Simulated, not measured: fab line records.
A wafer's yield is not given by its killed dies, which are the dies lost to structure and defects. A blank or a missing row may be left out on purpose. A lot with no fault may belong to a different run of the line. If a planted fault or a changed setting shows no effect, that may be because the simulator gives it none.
The tool behind it: which one? | flow sky130 | 12 lots, 36 wafers sampled, at 1 step of a route of 708

WHAT THE GAUGES SHOWED, per wafer
SKY_FIELD_ISO_BOW_MEAS_00.
lot  | measured    | on           | INCOMING_BOW (um)
L075 | day 1 15:00 | filmMetro-04 | 3 0 -18
L077 | day 2 01:04 | filmMetro-04 | 0 -4 4
L079 | day 2 11:04 | filmMetro-04 | -1 1 9
L081 | day 2 21:02 | filmMetro-04 | 1 -8 -10
L083 | day 3 07:00 | filmMetro-01 | 7 14 -6
L085 | day 3 17:02 | filmMetro-03 | -4 6 -1
L087 | day 4 03:02 | filmMetro-04 | -4 6 -8
L089 | day 4 13:00 | filmMetro-01 | 5 7 5
L091 | day 4 23:00 | filmMetro-04 | -6 -1 1
L093 | day 5 09:00 | filmMetro-03 | 1 4 -5
L095 | day 5 19:02 | filmMetro-01 | 0 -7 3
L097 | day 6 05:01 | filmMetro-01 | 10 4 -3

WHAT TOOL EACH LOT RAN ON (gives the tool, then ch and the chambers of the sampled wafers, and finally the start)
No process step before these readings appears in the record.

THE ANSWER, worked out from the rows above alone
Rule: usual is defined by the lots themselves. The widest of any qualifying gaps counts: lots, ordered by their means at a reading, are off when they make up no more than a third of the lots, leave a main group of 4 or more, and stand apart from it by 3 or more times the standard deviation of that group's means. Not used: any main group whose means are identical at the precision the tables above print for the reading. Also off: a lot with no number at a reading for which 4 or more lots have one. All remaining lots with rows at the step are treated as sound.
Across all readings shown, no lot is off: no conclusion can be drawn from this.

WHAT WAS PUT IN BY THE SIMULATOR
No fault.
